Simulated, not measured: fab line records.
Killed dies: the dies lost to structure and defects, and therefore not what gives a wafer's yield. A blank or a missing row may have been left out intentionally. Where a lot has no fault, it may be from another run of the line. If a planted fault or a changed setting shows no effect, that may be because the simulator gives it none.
A struck lot beside a sound one ; flow gf180mcu ; 20 steps out of a route of 602
Sound: these wafers, L592.3, L592.4, L592.5. Wafers struck: L603.2, L603.4. The cause comes at the end.
At each step with rows: each side's tool, then ch and its chambers, then its first start. Under that, the readings that differ: sound wafers ; struck wafers ; difference of the means ; sigmas: that difference in standard deviations of wafers without a fault.
alike: readings whose means differ by less than 2 such deviations, and words and numbers that are the same on both sides. not compared: withheld readings, readings that some wafer has no value for, bounds like >300 that may hide the same value, and numbers for which the record gives no deviation and whose values overlap.
A row with sigmas, a row that says differs or no value, or rows on one side alone: a step with any of these is where the two part. Numbers that have no deviation but don't overlap get no sigmas and don't part them. Lack of a reading on every wafer of one side parts them only where that side has two or more wafers.

first, 1 step without rows for these wafers: GF_V2_CMP_26 (polishes, stops on SiO2, t overpolish 15 s, target thk 0 nm).
GF_M3_SPUTTER_00: material Ti, target thk 37.5 nm, time 150 s.
  sound: pvd-sputter-04 at day 21 05:56; struck: pvd-sputter-04 at day 25 00:29
  alike: throttle-valve-pct
GF_M3_SPUTTER_01: material TiN, target thk 30 nm, time 25 s.
  sound: pvd-sputter-04 at day 21 06:02; struck: pvd-sputter-04 at day 25 00:35
  alike: throttle-valve-pct
GF_M3_SPUTTER_02: material AlCu, target thk 450 nm, time 23.9 s.
  sound: pvd-sputter-04 at day 21 06:04; struck: pvd-sputter-04 at day 25 00:37
  alike: throttle-valve-pct
GF_M3_SPUTTER_03: material Ti, target thk 10 nm, time 6.7 s.
  sound: pvd-sputter-04 at day 21 06:05; struck: pvd-sputter-04 at day 25 00:38
  alike: throttle-valve-pct
GF_M3_SPUTTER_04: material TiN, target thk 50 nm, time 41.7 s.
  sound: pvd-sputter-04 at day 21 06:07; struck: pvd-sputter-04 at day 25 00:40
  alike: throttle-valve-pct
GF_M3_RS_MEAS_05: measurement is done with a four-point probe.
  sound: film-metro-03 at day 21 06:11; struck: film-metro-01 at day 25 00:43
  alike: M3_ALCU_RS
GF_M3_THK_MEAS_06: measures by xrf.
  sound: film-metro-03 at day 21 06:17; struck: film-metro-01 at day 25 00:50
  alike: M3_ALCU_THK
then, 4 steps without rows for these wafers: GF_M3_DEHYDRATE_07 (time 60 s); GF_M3_HMDS_08 (prime time 60 s); GF_M3_COAT_09 (resist thk 1000 nm); GF_M3_SOFTBAKE_10 (time 60 s).
GF_M3_EXPOSE_11: exposes mask Metal3, target cd 280 nm.
  sound on krf-scanner-01 ch 0, day 21 18:11; struck on krf-scanner-01 ch 0, day 25 11:34
  alike: mask
then, 2 steps without rows for these wafers: GF_M3_PEB_12 (peb time 90 s); GF_M3_DEVELOP_13 (develop time 60 s).
GF_M3_CD_MEAS_14: the cd target is 280 nm.
  sound: cd-sem-02 at day 22 05:31; struck: cd-sem-01 at day 25 22:17
reading;sound;struck;difference;sigmas
cd-nm (nm);279.4 279.6 278.9;251.1 250.1;-28.7;-26
  not compared: hold
GF_M3_OVL_MEAS_15:
  sound: overlay-01 at day 22 05:37; struck: overlay-01 at day 26 06:39
reading;sound;struck;difference;sigmas
hold;- - -;await-dispo/8.3h/release await-dispo/8.3h/release;no value on the sound wafers;
  alike: M3_OVL
GF_M3_METAL_ETCH_16: etches the open film in Cl2/BCl3, stops on SiO2, target depth 627.5 nm, time 104.6 s.
  sound on rie-metal-02 ch 0,1, day 22 05:40; struck on rie-metal-01 ch 1, day 26 06:41
reading;sound;struck;difference;sigmas
drypump-motor-current-A (A);5.4 5.0 5.0;6.4 6.4;+1.3;+2
model.M3.cd-nm (nm);282.7 284.5 282.1;249.7 251.2;-32.7;
  alike: bias-w, oes-product-au, throttle-valve-pct
  not compared: rf-hours-counter-h
then, 1 step without rows for these wafers: GF_M3_STRIP_17 (strips in O2/N2).
-- the record jumps here: 6 days lie between the struck wafers' starts before and after (it left off in module M3 and takes up again in module PASSIVATION, whose first step shown is number 602 of the route) --
GF_PASSIVATION_PROBE_99:
  sound: prober-02 at day 29 20:37; struck: prober-01 at day 32 16:43
reading;sound;struck;difference;sigmas
model.etest.met3.width-nm (nm);279.4 284 282.8;246.7 254.4;-31.5;
model.etest.met3.line-ohm-um;0.2545 0.2501 0.2532;0.2923 0.2809;+0.0340;

== WHERE THEY PART ==
Last at GF_M3_METAL_ETCH_16 as far as this record goes, first at GF_M3_CD_MEAS_14.

WHY: what had been put in by the simulator
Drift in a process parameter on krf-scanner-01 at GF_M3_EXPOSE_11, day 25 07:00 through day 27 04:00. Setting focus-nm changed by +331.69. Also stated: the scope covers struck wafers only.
